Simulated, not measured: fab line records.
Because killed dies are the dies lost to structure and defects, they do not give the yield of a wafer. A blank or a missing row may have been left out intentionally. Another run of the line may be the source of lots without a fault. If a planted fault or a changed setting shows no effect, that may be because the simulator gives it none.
Matching of chambers -- flow gf180mcu -- GF_V5_CMP_04 on cmp-01: 4 sister chambers
The step polishes SiO2. 8 wafers are shown with their chamber, then 12 later ones without.

WAFERS WITH THEIR CHAMBER
wafer,chamber,motor current A (A),platen rpm (rpm)
L086.3,1,12.6,59.98
L086.6,1,12.1,59.97
L087.1,2,11.6,59.97
L087.3,0,11.7,59.99
L087.4,3,11.7,60.00
L088.2,2,12.0,60.04
L088.3,0,11.4,60.02
L088.6,3,11.8,59.96

WAFERS WHOSE CHAMBER IS MISSING
wafer,motor current A (A),platen rpm (rpm)
L089.1,11.5,60.09
L089.4,11.6,59.95
L089.5,11.4,59.98
L092.1,11.8,59.95
L092.2,12.8,59.99
L092.6,11.6,60.01
L093.2,11.5,60.00
L093.5,11.6,60.03
L093.6,11.7,59.99
L097.1,13.1,60.03
L097.4,11.8,59.96
L097.6,11.6,59.98

WHICH CHAMBER EACH ONE RAN IN
wafer,from the rows above,in truth
L089.1,can't be placed: 0 or 2 or 3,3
L089.4,can't be placed: 3 or 0 or 2 or 1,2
L089.5,can't be placed: 0 or 3 or 2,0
L092.1,can't be placed: 3 or 2 or 0 or 1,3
L092.2,1,1
L092.6,can't be placed: 0 or 2 or 3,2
L093.2,can't be placed: 0 or 3 or 2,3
L093.5,can't be placed: 0 or 2 or 3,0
L093.6,can't be placed: 3 or 2 or 0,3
L097.1,can't be placed: 1 or 2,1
L097.4,can't be placed: 3 or 2 or 0 or 1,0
L097.6,can't be placed: 3 or 0 or 2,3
Correct placement for 1 of the 12. From these rows, 11 cannot be placed; in 11 the true chamber is one of the candidates. Number placed wrongly: 0.
How it was worked out, from the rows above alone: a wafer's distance from a chamber is the root of the sum, over the readings, of the square of ((its reading less the chamber's mean) divided by the reading's scatter). The wafer belongs to the nearest chamber; if the next one is less than 2 further off, it can't be placed. Each chamber's mean is taken over the wafers shown for it. The scatter: take each reading less its chamber's mean, square it, sum over the shown wafers, divide by the number of wafers less the number of chambers, and take the root.
